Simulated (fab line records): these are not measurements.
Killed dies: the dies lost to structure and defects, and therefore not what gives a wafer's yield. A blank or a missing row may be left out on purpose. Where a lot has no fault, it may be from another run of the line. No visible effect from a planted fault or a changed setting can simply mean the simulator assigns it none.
2 desks looking at one fault / flow sfq_line / each desk holds nothing but its own numbers, with what lay behind them at the end

== THE TOOL OWNER'S DESK: pecvd-02 ==
The tool's own readings at SFQ_TRILAYER_A5C_DEP_PECVD_142 (deposits SiO2 from SiH4/N2O, time 15.556 s, target thk 70 nm): means of the sampled wafers that have a number, for each lot that ran on this tool. Any lot whose mean is over 4 standard deviations away from the usual mean is out of limits and marked OUT; that distance is given in the brackets.
Columns: A = heater_power_w at SFQ_TRILAYER_A5C_DEP_PECVD_142, usual 89 W; B = throttle_valve_pct at SFQ_TRILAYER_A5C_DEP_PECVD_142, usual 24.2 %
lot=L441; first seen here=day 58 22:43; A=125; B=23.7
lot=L454; first seen here=day 64 23:44; A=112; B=23.5
Finding of this desk: none of the 2 lots has anything out of limits.

== THE METROLOGY DESK ==
Means of the sampled wafers that have a number, per lot and without regard to the tool the lot ran on: this is what the gauges read. Any lot whose mean is over 4 standard deviations away from the usual mean is out of limits and marked OUT; that distance is given in the brackets.
Columns: A = R5_MONX_THK at SFQ_R5_THK_MEAS_934, usual 39.7 nm; B = R5_OVL at SFQ_R5_OVL_MEAS_935, usual -2 nm; C = I5_OVL at SFQ_I5_OVL_MEAS_936, usual 0 nm; D = C5_OVL at SFQ_C5_OVL_MEAS_937, usual 2 nm
lot=L432; first seen here=day 48 17:02; A=40.0; B=-4; C=6; D=10
lot=L441; first seen here=day 53 07:04; A=39.7; B=4; C=6; D=-1
lot=L443; first seen here=day 53 22:37; A=39.4; B=-6; C=-6; D=-3
lot=L446; first seen here=day 54 21:07; A=40.3; B=-1; C=-7; D=9
lot=L454; first seen here=day 60 01:19; A=39.6; B=-1; C=5; D=-2
Finding of this desk: none of the 5 lots has anything out of limits.

== BROUGHT TOGETHER ==
Nothing out of limits was seen by the tool owner's desk.
Metrology desk: nothing out of limits seen.

== WHAT THE SIMULATOR HAD PUT IN ==
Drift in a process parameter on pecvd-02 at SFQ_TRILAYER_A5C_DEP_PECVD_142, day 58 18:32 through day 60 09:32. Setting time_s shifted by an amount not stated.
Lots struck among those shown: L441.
